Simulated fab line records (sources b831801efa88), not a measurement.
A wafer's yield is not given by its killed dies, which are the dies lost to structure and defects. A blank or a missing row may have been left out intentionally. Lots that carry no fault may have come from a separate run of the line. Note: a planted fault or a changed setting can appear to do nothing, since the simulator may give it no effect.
The tool behind it: which one?    flow gf180mcu    42 wafers from 14 lots sampled at 3 of the route's 602 steps

## WHAT THE GAUGES SHOWED, per wafer
GF_V4_BOW_MEAS_05.
lot   measured      on            V4_BOW (um)
L693  day 23 11:58  filmMetro-04  146 134 145
L695  day 24 18:04  filmMetro-04  139 145 136
L696  day 24 18:43  filmMetro-01  115 130 110
L705  day 27 13:01  filmMetro-04  123 125 132
L706  day 27 18:23  filmMetro-01  137 123 130
L707  day 28 04:48  filmMetro-01  134 131 137
L708  day 28 08:58  filmMetro-04  146 137 133
L710  day 29 01:09  filmMetro-04  131 126 133
L711  day 29 02:58  filmMetro-04  126 127 129
L713  day 29 10:37  filmMetro-04  124 148 124
L712  day 29 10:37  filmMetro-01  133 124 124
L714  day 30 01:38  filmMetro-04  126 130 125
L715  day 30 06:34  filmMetro-04  110 114 107
L716  day 30 15:21  filmMetro-04  120 119 132

GF_V4_OVL_MEAS_15.
lot   measured      on          V4_OVL (nm)
L693  day 24 10:03  overlay-01  6 -2 4
L695  day 25 15:56  overlay-01  14 10 10
L696  day 25 16:32  overlay-01  7 6 5
L705  day 28 08:41  overlay-02  - - -
L706  day 28 13:50  overlay-02  - - -
L707  day 29 01:08  overlay-02  10 6 2
L708  day 29 04:33  overlay-02  11 8 6
L710  day 29 21:12  overlay-02  3 1 5
L711  day 29 22:09  overlay-01  12 2 0
L713  day 30 05:30  overlay-01  15 18 4
L712  day 30 06:09  overlay-01  -3 3 3
L714  day 30 20:09  overlay-01  11 19 5
L715  day 31 01:23  overlay-02  2 5 7
L716  day 31 09:35  overlay-01  -4 -2 -3

## WHICH TOOL RAN EACH LOT (tool, then ch and the chambers of the sampled wafers, then the start)
lot   GF_V4_PEB_12
L693  lithoTrack-04 ch 0, day 24 09:37
L695  lithoTrack-03 ch 0, day 25 15:28
L696  lithoTrack-01 ch 0, day 25 16:04
L705  lithoTrack-03, day 28 08:13
L706  lithoTrack-03, day 28 13:25
L707  lithoTrack-01 ch 0, day 29 00:44
L708  lithoTrack-01 ch 0, day 29 04:04
L710  lithoTrack-04 ch 0, day 29 20:46
L711  lithoTrack-04 ch 0, day 29 21:43
L713  lithoTrack-04 ch 0, day 30 05:04
L712  lithoTrack-04 ch 0, day 30 05:43
L714  lithoTrack-04 ch 0, day 30 19:43
L715  lithoTrack-03 ch 0, day 31 00:58
L716  lithoTrack-01 ch 0, day 31 09:07
- GF_V4_PEB_12: peb time 90 s.

## AS READ BY THE TOOLS THEMSELVES (means over the sampled wafers that have a number; for cases with no such wafer, the mark the record gives instead)
GF_V4_PEB_12.
lot   tool           chillPlateTempC (C)  exhaustPa (Pa)
L693  lithoTrack-04  22.92                45.8
L695  lithoTrack-03  22.82                45.9
L696  lithoTrack-01  22.97                44.2
L705  lithoTrack-03  -                    -
L706  lithoTrack-03  -                    -
L707  lithoTrack-01  22.94                45.1
L708  lithoTrack-01  23.05                45.1
L710  lithoTrack-04  23.17                44.7
L711  lithoTrack-04  23.02                44.8
L713  lithoTrack-04  22.94                44.3
L712  lithoTrack-04  22.89                46.0
L714  lithoTrack-04  22.88                45.1
L715  lithoTrack-03  23.12                45.4
L716  lithoTrack-01  23.06                45.5

## THE ANSWER, worked out from the rows above alone
Rule: the usual values come from the lots themselves. The widest of any qualifying gaps counts: lots, ordered by their means at a reading, are off when they make up no more than a third of the lots, leave a main group of 4 or more, and stand apart from it by 3 or more times the standard deviation of that group's means. The tables above print the reading to a certain number of digits; a main group whose means all agree to those digits is not used. A lot without any number at a reading at which 4 lots or more have one is off too. Any other lot the step has rows for is counted as sound. Order of review: gauges by route order, followed by the tools' own readings, for which a lot's mean as printed above is used. At the first step where some lot is off, the reading lying furthest off is the one used; lots without a number count as furthest.
Off: at GF_V4_OVL_MEAS_15 (V4_OVL), L705, L706. Without a number there: L705, L706. Main group: mean 6 nm, sd 4.4.
A tool fits if, at a process step before that reading, it ran every lot that is off, and no sound lot after the first of them. The gauges at GF_V4_OVL_MEAS_15 aren't tried: what is off there is off at GF_V4_PEB_12 too, on other tools, and a gauge's error can't cause that. Not one of the candidates tried fits.

## WHAT THE SIMULATOR PUT IN
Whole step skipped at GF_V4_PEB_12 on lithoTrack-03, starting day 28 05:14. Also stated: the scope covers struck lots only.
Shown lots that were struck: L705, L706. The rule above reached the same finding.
